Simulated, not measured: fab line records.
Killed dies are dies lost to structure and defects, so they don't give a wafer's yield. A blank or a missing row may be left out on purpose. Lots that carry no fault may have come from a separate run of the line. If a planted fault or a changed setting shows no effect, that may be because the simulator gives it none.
Which tool did it?    flow sfqLine    Sampling: 7 lots, 20 wafers, 4 of 325 route steps

WHAT THE GAUGES READ, wafer by wafer
SFQ_M8_RS_MEAS_949: the measuring method here is four-point-probe.
lot   measured      on            M8_AU_RS (ohm/sq)
L997  day 87 07:01  filmMetro-04  0.1532 0.1524 0.1533
L100  day 91 09:02  filmMetro-04  0.1526 0.1512 0.1526
L103  day 92 13:02  filmMetro-04  0.1542 0.1527 0.1540
L110  day 94 18:16  filmMetro-04  0.1529 0.1504
L113  day 95 09:52  filmMetro-03  0.1543 0.1523 0.1544
L116  day 96 23:11  filmMetro-02  0.1544 0.1514 0.1533
L119  day 98 02:01  filmMetro-02  0.1544 0.1533 0.1546

WHAT TOOL EACH LOT RAN ON (gives the tool, then ch and the chambers of the sampled wafers, and finally the start)
lot   SFQ_TRILAYER_I7_DEP_PECVD_183    SFQ_TRILAYER_I7_VIA_BARC_OPEN_VIA_ETCH_260  SFQ_TRILAYER_I7_VIA_STRIP_STRIP_191
L997  pecvd-01 ch 0,2, day 82 14:32    rieDiel-01 ch 1,3, day 86 20:25             rieMetal-03 ch 0,1, day 86 20:35
L100  pecvd-02 ch 0,1,2, day 83 02:50  rieDiel-04 ch 0,1,2, day 87 12:16           rieMetal-03 ch 0,1, day 87 12:38
L103  pecvd-02 ch 1,2, day 84 00:53    rieDiel-04 ch 0,3, day 88 07:28             rieMetal-03 ch 0, day 88 08:02
L110  pecvd-04 ch 2, day 86 17:47      rieDiel-03 ch 0,1, day 90 17:52             rieMetal-04 ch 0, day 90 18:13
L113  pecvd-01 ch 0,1, day 87 10:35    rieDiel-01 ch 1,2,3, day 91 10:40           rieMetal-01 ch 0, day 91 11:20
L116  pecvd-04 ch 0,2, day 89 09:58    rieDiel-04 ch 0,2,3, day 93 13:28           rieMetal-03 ch 0,1, day 93 13:49
L119  pecvd-02 ch 0,2, day 90 15:20    rieDiel-03 ch 0,1,2, day 94 19:53           rieMetal-04 ch 0, day 94 20:02
- SFQ_TRILAYER_I7_DEP_PECVD_183: deposits SiO2 from SiH4/N2O, time 111.11 s, target thk 500 nm.
- SFQ_TRILAYER_I7_VIA_BARC_OPEN_VIA_ETCH_260: etches BARC in O2, target depth 125 nm, time 41.7 s.
- SFQ_TRILAYER_I7_VIA_STRIP_STRIP_191: strips in O2.

THE ANSWER, worked out from the rows above alone
Rule: usual is defined by the lots themselves. The widest of any qualifying gaps counts: lots, ordered by their means at a reading, are off when they make up no more than a third of the lots, leave a main group of 4 or more, and stand apart from it by 3 or more times the standard deviation of that group's means. If all means in a main group match to the digits the tables above print for the reading, that group is not used. A lot without any number at a reading at which 4 lots or more have one is off too. All remaining lots with rows at the step are treated as sound.
None of the lots is off at any reading shown; this tells nothing.

WHAT WAS PUT IN BY THE SIMULATOR
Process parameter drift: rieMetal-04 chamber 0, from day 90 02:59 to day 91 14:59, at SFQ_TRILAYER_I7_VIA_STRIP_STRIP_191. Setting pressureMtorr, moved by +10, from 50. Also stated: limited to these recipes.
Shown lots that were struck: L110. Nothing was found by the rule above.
